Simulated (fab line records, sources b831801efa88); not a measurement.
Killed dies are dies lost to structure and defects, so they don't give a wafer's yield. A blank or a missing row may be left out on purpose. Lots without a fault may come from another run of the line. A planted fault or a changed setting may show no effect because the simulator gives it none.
One fault seen from 2 desks | flow gf180mcu | each desk has only its own numbers; what lay behind them comes last

THE METROLOGY DESK
What the gauges read, lot by lot, whatever tool the lot ran on: means of the sampled wafers that have a number. A lot is out of limits, marked OUT, if its mean lies more than 4 standard deviations from the usual mean; the brackets give that distance.
Columns: A = V3_OVL at GF_V3_OVL_MEAS_15, usual 1 nm; B = cd_nm at GF_V4_CD_MEAS_14, usual 260.1 nm
lot  | first seen here | A  | B
L926 | day 22 20:44    | -2 | 260.3
L927 | day 23 01:50    | 3  | 260.2
L930 | day 24 18:14    | -2 | 262.1
L931 | day 25 07:36    | 11 | 258.8
L933 | day 25 10:40    | 2  | 260.5
L932 | day 25 15:05    | -0 | 258.8
L934 | day 25 22:05    | 0  | 260.7
L936 | day 26 08:15    | -6 | 262.2
L943 | day 28 13:47    | -2 | 257.0
L945 | day 29 08:09    | -7 | 256.5
L946 | day 29 09:30    | -5 | 261.1
L947 | day 29 14:29    | 0  | 258.3
L949 | day 30 03:14    | 10 | 258.6
This desk's finding: nothing out of limits on any of the 13 lots.

THE TOOL OWNER'S DESK: litho_track-01
The tool's own readings at GF_V4_SOFTBAKE_10 (time 60 s): means of the sampled wafers that have a number, for each lot that ran on this tool. A lot is out of limits, marked OUT, if its mean lies more than 4 standard deviations from the usual mean; the brackets give that distance.
Columns: A = heater_power_total_W at GF_V4_SOFTBAKE_10, usual 93.04 W; B = plate_temp_C at GF_V4_SOFTBAKE_10, usual 129.98 C
lot  | first seen here | A               | B
L926 | day 24 10:00    | 93.06           | 130.06
L931 | day 26 18:00    | 93.03           | 130.02
L936 | day 27 17:00    | 92.98           | 129.90
L943 | day 29 21:00    | 91.77 (-20) OUT | 128.59 (-10) OUT
L945 | day 30 14:00    | 91.77 (-20) OUT | 128.63 (-9.6) OUT
This desk's finding: out of limits on L943, L945; first on L943, day 29 21:00 (heater_power_total_W at GF_V4_SOFTBAKE_10). In limits: L926, L931, L936.

PUT TOGETHER
The tool owner's desk could have raised an alarm at day 29 21:00, on L943, L945.
The metrology desk saw nothing out of limits.
The metrology desk has L943, L945 on record, within its limits.
Of the lots named, all ran GF_V4_SOFTBAKE_10 on litho_track-01.

WHAT THE SIMULATOR HAD PUT IN
Process parameter drift: litho_track-01, from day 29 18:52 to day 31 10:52, at GF_V4_SOFTBAKE_10. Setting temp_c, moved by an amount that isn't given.
Lots struck among those shown: L943, L945.
Hours from the fault's start to each desk's first reading out of limits: the tool owner's desk, 2.
